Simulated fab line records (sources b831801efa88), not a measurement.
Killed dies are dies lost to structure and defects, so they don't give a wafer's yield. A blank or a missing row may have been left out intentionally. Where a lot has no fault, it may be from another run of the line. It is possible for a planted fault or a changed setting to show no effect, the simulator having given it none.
fab line records + flow sky130
record:
- lots: 4
- wafers: 12
- last_day: 49
route steps=708 shown VIA3@593 METAL4@598 CAP2M@603 PAD_OPEN@708
lots that met no fault: taken from a fault-free run of the same line
start_h: hours from the record's first day to the start of the lot's first wafer shown + wait_h: how many hours have passed since the lot's step before this one + " as in the row above + L1.1+2: a single row standing in for several wafers + - no value present, or no start provided + * or withheld: withheld + < > ~ a bound
route shown NAME@n: NAME is a module with steps in the file, n the number in the route of the first one + usual: mean and standard deviation over wafers with no fault + same: alike in all rows + chamber/n: place in a boat + sites: each site's reading + _std_site: their standard deviation + _edge_site: mean of outer sites minus mean of inner sites + radius_mm: for every site, how far away it sits from the centre of the wafer + mask NAME#n: copy n + behind: the most recent tool/chamber to have shaped the wafer + hold: why the lot was held/for how many hours/how that ended + device: whichever transistor did not switch (one of n, p or np) + end of line: the route-end tests of the same wafers + where a step has no rows: the recipe by itself + killed: dies that structure and defects cost at the first sort, which is not the same as the wafer's yield + map: the dies of a wafer, with x for killed, . for not killed, _ for no die there
set.NAME: the setting that was run; set.NAME@STEP: the one run at that earlier step + model.NAME: the simulator's own value behind a step, which no gauge read
lots at some steps of the route; a table a step, a row a wafer
services: when a tool's chamber went out of use (start_h, in hours from the record's first day, below 0 if earlier), for how many hours, and the reason
== steps ==
step: SKY_VIA3_SPUTTER_20
recipe:
- material: TiN
- target_thk_nm: 20
- chamber_pressure_pa: 5
- power_w: 4000
- time_s: 80
step: SKY_VIA3_CVD_21
recipe:
- material: W
- target_thk_nm: 390
- time_s: 117.31
- temp_c: 400
- pressure_torr: 40
step: SKY_VIA3_CMP_24
recipe:
- stop_on: SiO2
- t_overpolish_s: 20
- down_force_psi: 3.5
- platen_rpm: 60
- target_thk_nm: 0
- pad_velocity_m_s: 0.94248
step: SKY_METAL4_SPUTTER_00
recipe:
- material: Ti
- target_thk_nm: 15
- power_w: 3000
- time_s: 10
- chamber_pressure_pa: 0.4
step: SKY_METAL4_SPUTTER_01
recipe:
- material: TiN
- target_thk_nm: 20
- power_w: 6500
- time_s: 16.7
- chamber_pressure_pa: 0.4
step: SKY_METAL4_SPUTTER_02
recipe:
- material: AlCu
- target_thk_nm: 735
- power_w: 10600
- time_s: 39.1
- chamber_pressure_pa: 0.4
step: SKY_METAL4_SPUTTER_03
recipe:
- material: Ti
- target_thk_nm: 5
- power_w: 3000
- time_s: 3.3
- chamber_pressure_pa: 0.4
step: SKY_METAL4_SPUTTER_04
recipe:
- material: TiN
- target_thk_nm: 70
- power_w: 6500
- time_s: 58.3
- chamber_pressure_pa: 0.4
step: SKY_CAP2M_CVD_00
recipe:
- material: SiO2
- target_thk_nm: 15.5
- temp_c: 400
- time_s: withheld
- rf_w: 450
step: SKY_CAP2M_SPUTTER_02
recipe:
- material: TiN
- target_thk_nm: 200
- temp_c: 300
- power_w: 6500
- time_s: 166.7
- chamber_pressure_pa: 0.4
usual:
- chamber_pressure_pa: 0.3999/0.00075
- throttle_valve_pct: 30.1/0.75
| lot.wafer | tool           | chamber | start_h | wait_h | chamber_pressure_pa | throttle_valve_pct | model.TiN_of_CAP2M_SPUTTER_02.thk_nm |
|-----------|----------------|---------|---------|--------|---------------------|--------------------|--------------------------------------|
| L815.2    | pvd_sputter-02 | -       | 947.88  | 0.0    | 0.4014              | 30.9               | 199.3                                |
| L815.5    | "              | -       | "       | "      | 0.4001              | 29.8               | 196.6                                |
| L815.6    | "              | -       | "       | "      | 0.3993              | 30.3               | 199.9                                |
| L819.2    | pvd_sputter-02 | -       | 979.15  | 0.0    | 0.4005              | 30.6               | 209.8                                |
| L819.5    | "              | -       | "       | "      | 0.4005              | 29.9               | 207.7                                |
| L819.6    | "              | -       | "       | "      | 0.4007              | 30.3               | 212.4                                |
| L824.2    | pvd_sputter-02 | -       | 1012.43 | 0.0    | 0.3999              | 30.6               | 208                                  |
| L824.4    | "              | -       | "       | "      | 0.4003              | 29.8               | 209.2                                |
| L824.5    | "              | -       | "       | "      | 0.4005              | 30.5               | 207.8                                |
| L831.1    | pvd_sputter-01 | -       | 1059.00 | 0.1    | 0.3996              | 31.6               | 199.9                                |
| L831.5    | "              | -       | "       | "      | 0.3998              | 29.2               | 200.5                                |
| L831.6    | "              | -       | "       | "      | 0.4009              | 31.2               | 200.1                                |
step: SKY_CAP2M_RS_MEAS_03
recipe:
- thk_meas_gauge: four-point-probe
- reads: TiN_of_CAP2M_SPUTTER_02
usual:
- CAP2M_TIN_RS: 6.94/0.081
| lot.wafer | tool          | chamber | start_h | wait_h | CAP2M_TIN_RS[ohm/sq] |
|-----------|---------------|---------|---------|--------|----------------------|
| L815.2    | film_metro-03 | -       | 948.01  | 0.1    | 6.94                 |
| L815.5    | "             | -       | "       | "      | 7.04                 |
| L815.6    | "             | -       | "       | "      | 6.91                 |
| L819.2    | film_metro-02 | -       | 979.28  | 0.1    | 6.56                 |
| L819.5    | "             | -       | "       | "      | 6.63                 |
| L819.6    | "             | -       | "       | "      | 6.49                 |
| L824.2    | film_metro-03 | -       | 1012.56 | 0.1    | 6.65                 |
| L824.4    | "             | -       | "       | "      | 6.62                 |
| L824.5    | "             | -       | "       | "      | 6.65                 |
| L831.1    | film_metro-02 | -       | 1059.11 | 0.1    | 6.89                 |
| L831.5    | "             | -       | "       | "      | 6.88                 |
| L831.6    | "             | -       | "       | "      | 6.87                 |
step: SKY_CAP2M_THK_MEAS_04
recipe:
- thk_meas_gauge: xrf
- reads: TiN_of_CAP2M_SPUTTER_02
usual:
- CAP2M_TIN_THK: 200.5/2.6
| lot.wafer | tool          | chamber | start_h | wait_h | CAP2M_TIN_THK[nm] |
|-----------|---------------|---------|---------|--------|-------------------|
| L815.2    | film_metro-03 | -       | 948.12  | 0.1    | 201.4             |
| L815.5    | "             | -       | "       | "      | 199.0             |
| L815.6    | "             | -       | "       | "      | 202.7             |
| L819.2    | film_metro-02 | -       | 979.39  | 0.1    | 210.1             |
| L819.5    | "             | -       | "       | "      | 208.5             |
| L819.6    | "             | -       | "       | "      | 213.3             |
| L824.2    | film_metro-03 | -       | 1012.67 | 0.1    | 209.2             |
| L824.4    | "             | -       | "       | "      | 211.4             |
| L824.5    | "             | -       | "       | "      | 209.6             |
| L831.1    | film_metro-02 | -       | 1059.23 | 0.1    | 199.8             |
| L831.5    | "             | -       | "       | "      | 201.1             |
| L831.6    | "             | -       | "       | "      | 202.1             |
step: SKY_CAP2M_DEHYDRATE_05
recipe:
- temp_c: 200
- time_s: 60
step: SKY_CAP2M_HMDS_06
recipe:
- prime_time_s: 60
- prime_temp_c: 120
step: SKY_CAP2M_COAT_07
recipe:
- resist: NOVOLAK
- spin_rpm: 3000
- resist_thk_nm: 1140
step: SKY_CAP2M_SOFTBAKE_08
recipe:
- temp_c: 90
- time_s: 60
- resist: NOVOLAK
step: SKY_CAP2M_EXPOSE_09
recipe:
- mask_id: CAP2M
- na: 0.6
- source_shape: conventional
- sigma_outer: 0.6
- polarization: unpolarized
- target_cd_nm: 1000
- dose_mj: 159
step: SKY_CAP2M_PEB_10
recipe:
- temp_c: withheld
- time_s: *
- resist: NOVOLAK
step: SKY_CAP2M_DEVELOP_11
recipe:
- resist: NOVOLAK
- developer: TMAH
- develop_time_s: 60
- dev_temp_c: 23
step: SKY_CAP2M_METAL_ETCH_13
recipe:
- target_depth_nm: 220
- stop_on: SiO2
- chemistry: Cl2/BCl3
- target: TiN
- pressure_mtorr: 10
- icp_w: 900
- bias_w: 48.5
- Cl2_flow_sccm: 60
- bcl3_flow_sccm: 30
- time_s: 62.9
usual:
- drypump_motor_current_A: 5.7/0.43
- oes_product_au: 0.939/0.0083
- throttle_valve_pct: 21.902/0.01
| lot.wafer | tool         | chamber | start_h | wait_h | drypump_motor_current_A | oes_product_au | rf_hours_counter_h | throttle_valve_pct |
|-----------|--------------|---------|---------|--------|-------------------------|----------------|--------------------|--------------------|
| L815.2    | rie_metal-04 | 0       | 972.11  | 0.0    | 5.3                     | 0.942          | 15                 | 21.910             |
| L815.5    | "            | 1       | "       | "      | 6.1                     | 0.924          | -                  | 21.907             |
| L815.6    | "            | 0       | "       | "      | 5.3                     | 0.933          | -                  | 21.892             |
| L819.2    | rie_metal-04 | 0       | 1002.53 | 0.0    | 5.3                     | 0.959          | -                  | 21.879             |
| L819.5    | "            | 0       | "       | "      | 5.3                     | 0.968          | -                  | 21.895             |
| L819.6    | "            | 0       | "       | "      | 5.3                     | 0.974          | -                  | 21.871             |
| L824.2    | rie_metal-04 | 0       | 1034.49 | 0.0    | 5.3                     | 0.955          | 20                 | 21.889             |
| L824.4    | "            | 0       | "       | "      | 5.3                     | 0.970          | -                  | 21.893             |
| L824.5    | "            | 0       | "       | "      | 5.3                     | 0.959          | -                  | 21.887             |
| L831.1    | rie_metal-01 | 1       | 1080.11 | 0.0    | 5.4                     | 0.940          | 15                 | 21.892             |
| L831.5    | "            | 1       | "       | "      | 5.4                     | 0.948          | -                  | 21.898             |
| L831.6    | "            | 0       | "       | "      | 6.3                     | 0.940          | -                  | 21.874             |
step: SKY_CAP2M_STRIP_14
recipe:
- chemistry: O2/N2
- power_w: 1400
- pressure_mtorr: 1500
- platen_temp_c: withheld
- o2_flow_sccm: 3000
- n2_flow_sccm: 300
- overash_fraction: 0.5
step: SKY_CAP2M_STRIP_15
recipe:
- chemistry: post_etch_residue_remover
- time_s: 1200
- temp_c: 72.5
step: SKY_CAP2M_CLEAN_16
recipe:
- chemistry: IPA
- time_s: 180
- temp_c: 25
step: SKY_CAP2M_CLEAN_17
recipe:
- chemistry: O3/DIW
- dry: n2_spin
step: SKY_METAL4_DEHYDRATE_05
recipe:
- temp_c: 200
- time_s: 60
step: SKY_METAL4_HMDS_06
recipe:
- prime_time_s: 60
- prime_temp_c: 120
step: SKY_METAL4_COAT_07
recipe:
- resist: BARC
- temp_c: withheld
- time_s: withheld
- spin_rpm: 3000
- resist_thk_nm: 60
step: SKY_METAL4_COAT_08
recipe:
- resist: KrF-thick
- spin_rpm: 3000
- resist_thk_nm: 1140
step: SKY_METAL4_SOFTBAKE_09
recipe:
- temp_c: 100
- time_s: 90
- resist: KrF-thick
step: SKY_METAL4_EXPOSE_10
recipe:
- mask_id: MM4
- na: 0.68
- source_shape: annular
- sigma_inner: 0.4
- sigma_outer: 0.8
- target_cd_nm: 300
- dose_mj: 28
step: SKY_METAL4_PEB_11
recipe:
- peb_temp_c: withheld
- peb_time_s: withheld
- resist: KrF-thick
step: SKY_METAL4_DEVELOP_12
recipe:
- develop_time_s: 60
- resist: KrF-thick
- dev_temp_c: 21
step: SKY_METAL4_DESCUM_15
recipe:
- chemistry: O2
- source_power_w: 150
- bias_power_w: 0
- pressure_mtorr: 10
- temp_c: 40
- time_s: 8
step: SKY_METAL4_ETCH_16
recipe:
- chemistry: N2/H2
- target: BARC
- ion_energy_ev: 200
- bias_w: 100
- pressure_mtorr: 30
- n2_flow_sccm: 100
- h2_flow_sccm: 200
- icp_w: 500
- stop_on: SiO2
- time_s: 88.2
- target_depth_a: 600
step: SKY_METAL4_ETCH_17
recipe:
- target: SiO2
- stop_on: TiN
- chemistry: C4F8/O2/Ar
- source_w: 1500
- bias_w: 1200
- pressure_mtorr: 40
- c4f8_flow_sccm: withheld
- O2_flow_sccm: 6
- Ar_flow_sccm: 300
- time_s: 3.9
- target_depth_a: 150
step: SKY_METAL4_METAL_ETCH_18
recipe:
- target_depth_a: 8450
- stop_on: SiO2
- over_etch_frac: 0.3
- time_s: 183.1
- chemistry: Cl2/BCl3
- resist_sidewall_deg: 88
- pressure_mtorr: 10
- icp_w: 900
- bias_w: 48.5
- Cl2_flow_sccm: 60
- bcl3_flow_sccm: 30
step: SKY_METAL4_STRIP_20
recipe:
- chemistry: post_etch_residue_remover
- time_s: 1200
- temp_c: 72.5
| lot.wafer | tool         | chamber | start_h | wait_h | model.TiN_of_CAP2M_SPUTTER_02.thk_nm |
|-----------|--------------|---------|---------|--------|--------------------------------------|
| L815.2    | wet_bench-03 | 3       | 996.75  | 0.1    | 198.5                                |
| L815.5    | "            | 3       | "       | "      | 195.7                                |
| L815.6    | "            | 3       | "       | "      | 199                                  |
| L819.2    | wet_bench-02 | 2       | 1026.65 | 0.1    | 209                                  |
| L819.5    | "            | 2       | "       | "      | 206.8                                |
| L819.6    | "            | 2       | "       | "      | 211.6                                |
| L824.2    | wet_bench-04 | 0       | 1057.30 | 0.1    | 207.1                                |
| L824.4    | "            | 0       | "       | "      | 208.4                                |
| L824.5    | "            | 0       | "       | "      | 207                                  |
| L831.1    | wet_bench-03 | 0       | 1101.02 | 0.1    | 199.1                                |
| L831.5    | "            | 0       | "       | "      | 199.6                                |
| L831.6    | "            | 0       | "       | "      | 199.3                                |
step: SKY_PAD_OPEN_PROBE_99
usual:
- defect_limited_yield: 82.4/1.9
- killed_at_M0_to_M3: 43/7.1
- killed_at_M4_up: 3.2/1.7
- killed_at_contacts: 24/5.6
- killed_at_front_end: 16/5
- killed_at_other: 0.4/0.68
- killed_dies: 86/9.3
- killed_open: 47/7.1
- killed_short: 39/5.7
- sort_bin_3_pad_short: 0.9/0.38
- sort_bin_5_function: 10.4/1.5
- sort_bin_6_memory: 6.3/1.3
- sort_n_pass: 406/9.3
- sort_yield_pct: 82.4/1.9
same:
- gross_dies: 492
- killed_at_back_side: 0
- sort_bin_4_leakage[%]: 0
- sort_bin_8_speed[%]: 0
| lot.wafer | tool      | chamber | start_h | wait_h | defect_limited_yield[%] | killed_at_M0_to_M3 | killed_at_M4_up | killed_at_contacts | killed_at_front_end | killed_at_other | killed_dies | killed_open | killed_short | sort_bin_3_pad_short[%] | sort_bin_5_function[%] | sort_bin_6_memory[%] | sort_n_pass | sort_yield_pct[%] | model.etest.cap_mim2.plate_ohm_sq |
|-----------|-----------|---------|---------|--------|-------------------------|--------------------|-----------------|--------------------|---------------------|-----------------|-------------|-------------|--------------|-------------------------|------------------------|----------------------|-------------|-------------------|-----------------------------------|
| L815.2    | prober-01 | -       | 1090.67 | 0.1    | 78.9                    | 42                 | 3               | 31                 | 28                  | 0               | 104         | 62          | 42           | 0.6                     | 13.4                   | 7.1                  | 388         | 78.9              | 5.975                             |
| L815.5    | prober-01 | -       | 1090.82 | 0.2    | 85.4                    | 35                 | 3               | 18                 | 16                  | 0               | 72          | 47          | 25           | 0.8                     | 8.7                    | 5.1                  | 420         | 85.4              | 6.119                             |
| L815.6    | prober-01 | -       | 1090.87 | 0.2    | 79.5                    | 50                 | 3               | 25                 | 23                  | 0               | 101         | 52          | 48           | 1.4                     | 11.8                   | 7.3                  | 391         | 79.5              | 6.016                             |
| L819.2    | prober-01 | -       | 1116.90 | 0.1    | 83.9                    | 41                 | 5               | 19                 | 13                  | 1               | 79          | 45          | 34           | 0.4                     | 9.6                    | 6.1                  | 413         | 83.9              | 5.684                             |
| L819.5    | prober-01 | -       | 1117.05 | 0.2    | 78.3                    | 56                 | 3               | 25                 | 23                  | 0               | 107         | 57          | 50           | 1.0                     | 12.8                   | 7.9                  | 385         | 78.3              | 5.739                             |
| L819.6    | prober-01 | -       | 1117.10 | 0.2    | 83.7                    | 44                 | 1               | 20                 | 15                  | 0               | 80          | 47          | 33           | 1.0                     | 10.2                   | 5.1                  | 412         | 83.7              | 5.651                             |
| L824.2    | prober-02 | -       | 1142.72 | 0.1    | 83.1                    | 44                 | 2               | 23                 | 14                  | 0               | 83          | 43          | 40           | 1.2                     | 10.8                   | 4.9                  | 409         | 83.1              | 5.804                             |
| L824.4    | prober-02 | -       | 1142.82 | 0.2    | 82.1                    | 40                 | 5               | 24                 | 19                  | 0               | 88          | 50          | 38           | 0.8                     | 9.6                    | 7.5                  | 404         | 82.1              | 5.762                             |
| L824.5    | prober-02 | -       | 1142.87 | 0.2    | 83.1                    | 32                 | 4               | 28                 | 19                  | 0               | 83          | 44          | 39           | 0.2                     | 12.8                   | 3.9                  | 409         | 83.1              | 5.791                             |
| L831.1    | prober-01 | -       | 1180.49 | 0.1    | 81.3                    | 44                 | 5               | 34                 | 9                   | 0               | 92          | 53          | 39           | 0.8                     | 9.1                    | 8.7                  | 400         | 81.3              | 6.029                             |
| L831.5    | prober-01 | -       | 1180.69 | 0.2    | 81.9                    | 47                 | 3               | 18                 | 20                  | 1               | 89          | 49          | 40           | 1.0                     | 12.2                   | 4.9                  | 403         | 81.9              | 5.973                             |
| L831.6    | prober-01 | -       | 1180.74 | 0.2    | 82.9                    | 51                 | 7               | 18                 | 8                   | 0               | 84          | 43          | 41           | 0.6                     | 9.8                    | 6.7                  | 408         | 82.9              | 5.967                             |
killed by level:class
L815.2 CONTACT:geometric_particle:open=12 VIA1:geometric_particle:open=11 VIA2:geometric_particle:open=9 POLY_GATE:geometric_particle:open=7 FIELD_ISO:geometric_particle:open=6 VIA3:geometric_particle:open=6 POLY_GATE:geometric_particle:short=5 LI_CONTACT:geometric_particle:short=5
L815.5 VIA1:geometric_particle:open=12 CONTACT:geometric_particle:open=9 POLY_GATE:geometric_particle:short=5 POLY_GATE:geometric_particle:open=5 LI_CONTACT:geometric_particle:open=5 VIA2:geometric_particle:open=5 VIA3:geometric_particle:open=4 FIELD_ISO:geometric_particle:open=3
L815.6 VIA2:geometric_particle:open=15 VIA1:geometric_particle:open=9 CONTACT:geometric_particle:open=7 FIELD_ISO:geometric_particle:open=6 CONTACT:geometric_particle:short=6 POLY_GATE:geometric_particle:short=6 VIA3:geometric_particle:open=6 FIELD_ISO:geometric_particle:short=5
L819.2 VIA3:geometric_particle:open=10 VIA1:geometric_particle:open=8 CONTACT:geometric_particle:open=7 VIA2:geometric_particle:open=6 POLY_GATE:geometric_particle:short=4 METAL1:geometric_particle:short=4 VIA1:geometric_particle:short=4 METAL4:geometric_particle:short=4
L819.5 VIA1:geometric_particle:open=13 METAL1:geometric_particle:short=11 FIELD_ISO:geometric_particle:open=10 VIA1:geometric_particle:short=10 LI_CONTACT:geometric_particle:open=9 CONTACT:geometric_particle:open=6 VIA3:geometric_particle:open=5 VIA2:geometric_particle:open=5
L819.6 VIA1:geometric_particle:open=10 CONTACT:geometric_particle:open=8 VIA3:geometric_particle:open=7 LI_CONTACT:geometric_particle:open=6 VIA1:geometric_particle:short=6 FIELD_ISO:geometric_particle:open=5 FIELD_ISO:geometric_particle:short=5 VIA2:geometric_particle:open=5
L824.2 VIA1:geometric_particle:open=14 LI_CONTACT:geometric_particle:open=8 VIA2:geometric_particle:open=6 LI_CONTACT:geometric_particle:short=5 CONTACT:geometric_particle:open=5 METAL1:geometric_particle:short=5 POLY_GATE:geometric_particle:short=4 METAL2:geometric_particle:short=4
L824.4 FIELD_ISO:geometric_particle:open=10 VIA1:geometric_particle:open=9 VIA2:geometric_particle:open=8 LI_CONTACT:geometric_particle:open=7 METAL1:geometric_particle:short=7 VIA3:geometric_particle:open=7 LOCAL_INTERCONNECT:geometric_particle:short=5 CONTACT:geometric_particle:open=5
L824.5 LI_CONTACT:geometric_particle:open=11 CONTACT:geometric_particle:open=8 POLY_GATE:geometric_particle:open=7 POLY_GATE:geometric_particle:short=5 METAL2:geometric_particle:short=5 METAL1:geometric_particle:short=4 LOCAL_INTERCONNECT:geometric_particle:short=4 CONTACT:geometric_particle:short=4
L831.1 VIA1:geometric_particle:open=13 CONTACT:geometric_particle:open=12 LI_CONTACT:geometric_particle:open=9 VIA1:geometric_particle:short=7 FIELD_ISO:geometric_particle:open=5 LI_CONTACT:geometric_particle:short=5 CONTACT:geometric_particle:short=5 METAL1:geometric_particle:short=5
L831.5 VIA1:geometric_particle:open=10 CONTACT:geometric_particle:open=9 FIELD_ISO:geometric_particle:short=6 VIA1:geometric_particle:short=6 FIELD_ISO:geometric_particle:open=5 VIA2:geometric_particle:open=5 LI_CONTACT:geometric_particle:open=5 VIA3:geometric_particle:open=5
L831.6 VIA1:geometric_particle:open=14 METAL1:geometric_particle:short=10 CONTACT:geometric_particle:open=10 METAL2:geometric_particle:short=7 VIA1:geometric_particle:short=6 METAL4:geometric_particle:short=5 LI_CONTACT:geometric_particle:open=4 VIA3:geometric_particle:open=4
== services ==
| tool           | chamber | start_h | hours | kind                   |
|----------------|---------|---------|-------|------------------------|
| pvd_sputter-01 | -       | 953.33  | 2.4   | repair                 |
| pvd_sputter-01 | 1       | 980.73  | -     | consumable_replace:kit |
| pvd_sputter-01 | 1       | 980.73  | 18.0  | scheduled_down         |
| pvd_sputter-01 | 1       | 980.73  | 18.0  | vent_cycle             |
| pvd_sputter-01 | -       | 986.96  | 1.9   | repair                 |
| pvd_sputter-01 | -       | 991.91  | 1.4   | repair                 |
| rie_metal-04   | 1       | 999.12  | -     | clean                  |
| rie_metal-04   | 1       | 999.12  | 28.5  | scheduled_down         |
| rie_metal-04   | 1       | 999.12  | 28.5  | vent_cycle             |
| pvd_sputter-02 | 0       | 1009.55 | -     | consumable_replace:kit |
| pvd_sputter-02 | 0       | 1009.55 | 18.0  | scheduled_down         |
| pvd_sputter-02 | 0       | 1009.55 | 18.0  | vent_cycle             |
| wet_bench-03   | -       | 1011.99 | 0.8   | repair                 |
| rie_metal-04   | -       | 1044.85 | 1.4   | pm                     |
| rie_metal-04   | 1       | 1047.10 | 5.7   | repair                 |
| rie_metal-01   | 1       | 1056.34 | 3.7   | repair                 |
| pvd_sputter-01 | -       | 1064.10 | 3.9   | repair                 |
| rie_metal-04   | -       | 1068.89 | 2.8   | pm                     |
== key ==
first_sign:
- step: SKY_CAP2M_RS_MEAS_03
- reading: CAP2M_TIN_RS
- direction: down
- sigmas: 4.2
- usual: 6.94
- struck: 6.60
effect:
- step: SKY_CAP2M_THK_MEAS_04
- reading: CAP2M_TIN_THK
- direction: up
- sigmas: 3.8
- usual: 200.5
- struck: 210.4
effect:
- step: SKY_CAP2M_METAL_ETCH_13
- reading: oes_product_au
- direction: up
- sigmas: 3
- usual: 0.939
- struck: 0.964
model_effect:
- step: SKY_CAP2M_SPUTTER_02
- value: TiN_of_CAP2M_SPUTTER_02.thk_nm
- without: 198.7
- struck: 209.1
model_effect:
- step: SKY_METAL4_STRIP_20
- value: TiN_of_CAP2M_SPUTTER_02.thk_nm
- without: 197.9
- struck: 208.3
model_effect:
- step: SKY_PAD_OPEN_PROBE_99
- value: etest.cap_mim2.plate_ohm_sq
- without: 6.04
- struck: 5.739
met_at SKY_CAP2M_SPUTTER_02
struck_wafers L819.2,L819.5,L819.6,L824.2,L824.4,L824.5
onset_between 947.88 979.15
fault:
- kind: process_parameter_drift
- tool: pvd_sputter-02
- chamber: -
- onset_h: 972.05
- steps: SKY_CAP2M_SPUTTER_02
- channel: target_thk_nm
- offset: 10.447
- shape: step
- end_h: 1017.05
- acts_in: these_recipes_only
- stated: 200
